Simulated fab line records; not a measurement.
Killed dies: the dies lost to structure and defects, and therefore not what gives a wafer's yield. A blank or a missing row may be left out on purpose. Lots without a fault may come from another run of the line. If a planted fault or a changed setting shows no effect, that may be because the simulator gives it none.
One fault through the eyes of 2 desks || flow sky130 || only its own numbers are on each desk; what lay behind them is given at the end

== THE TOOL OWNER'S DESK: pvdSputter-04 ==
At SKY_METAL2_SPUTTER_04 (material TiN, target thk 70 nm, time 58.3 s) the tool's own readings: per lot run on this tool, the mean of the sampled wafers that have a number. If a lot's mean is further than 4 standard deviations from the usual mean, the lot is out of limits and carries the mark OUT (the distance appears in the brackets).
Columns: A = throttleValvePct at SKY_METAL2_SPUTTER_04, usual 29.4 %
{"lot": "L824", "first seen here": "day 35 13:42", "A": 29.5}
{"lot": "L827", "first seen here": "day 35 20:58", "A": 30.0}
{"lot": "L830", "first seen here": "day 37 02:35", "A": 29.9}
{"lot": "L829", "first seen here": "day 37 04:08", "A": 29.3}
{"lot": "L836", "first seen here": "day 39 08:05", "A": 29.6}
{"lot": "L839", "first seen here": "day 39 22:53", "A": 30.0}
Finding of this desk: none of the 6 lots has anything out of limits.

== METROLOGY DESK ==
What the gauges read for every lot (on any tool): the sampled wafers with a number, averaged. If a lot's mean is further than 4 standard deviations from the usual mean, the lot is out of limits and carries the mark OUT (the distance appears in the brackets).
Columns: A = METAL2_ALCU_RS at SKY_METAL2_RS_MEAS_05, usual 0.1269 ohm/sq; B = METAL2_ALCU_THK at SKY_METAL2_THK_MEAS_06, usual 246.4 nm; C = VIA2_BOW at SKY_VIA2_BOW_MEAS_03, usual 88 um
{"lot": "L821", "first seen here": "day 34 04:53", "A": 0.1270, "B": 245.8, "C": 90}
{"lot": "L824", "first seen here": "day 35 13:46", "A": 0.1265, "B": 245.8, "C": 89}
{"lot": "L827", "first seen here": "day 35 21:01", "A": 0.1253, "B": 248.8, "C": 83}
{"lot": "L828", "first seen here": "day 36 14:03", "A": 0.1264, "B": 246.9, "C": 97}
{"lot": "L830", "first seen here": "day 37 02:40", "A": 0.1269, "B": 247.0, "C": 92}
{"lot": "L829", "first seen here": "day 37 04:15", "A": 0.1284, "B": 244.2, "C": 99}
{"lot": "L833", "first seen here": "day 38 06:08", "A": 0.1253, "B": 248.7, "C": 93}
{"lot": "L836", "first seen here": "day 39 08:08", "A": 0.1273, "B": "230.8 (-5.6) OUT", "C": 88}
{"lot": "L839", "first seen here": "day 39 22:57", "A": 0.1257, "B": "230.7 (-5.6) OUT", "C": 97}
{"lot": "L841", "first seen here": "day 40 07:11", "A": 0.1290, "B": 244.9, "C": 79}
{"lot": "L843", "first seen here": "day 42 03:12", "A": 0.1274, "B": 247.6, "C": 83}
{"lot": "L844", "first seen here": "day 42 04:07", "A": 0.1252, "B": 249.8, "C": 85}
This desk's result: L836, L839 out of limits, first on L836 (METAL2_ALCU_THK at SKY_METAL2_THK_MEAS_06), day 39 08:15. Within limits: L821, L824, L827, L828, L830, L829, L833, L841, L843, L844.

== ALL TOGETHER ==
At day 39 08:15 the metrology desk could have sounded an alarm, on L836, L839.
The tool owner's desk saw nothing out of limits.
On record at the tool owner's desk: L836, L839, within its limits.
Every lot named ran SKY_METAL2_SPUTTER_04 on pvdSputter-04.

== WHAT WAS PUT IN BY THE SIMULATOR ==
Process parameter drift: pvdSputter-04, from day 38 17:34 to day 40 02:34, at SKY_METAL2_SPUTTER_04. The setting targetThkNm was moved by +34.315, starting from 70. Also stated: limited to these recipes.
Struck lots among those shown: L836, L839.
Hours from the fault's start to each desk's first reading out of limits: the metrology desk, 15.
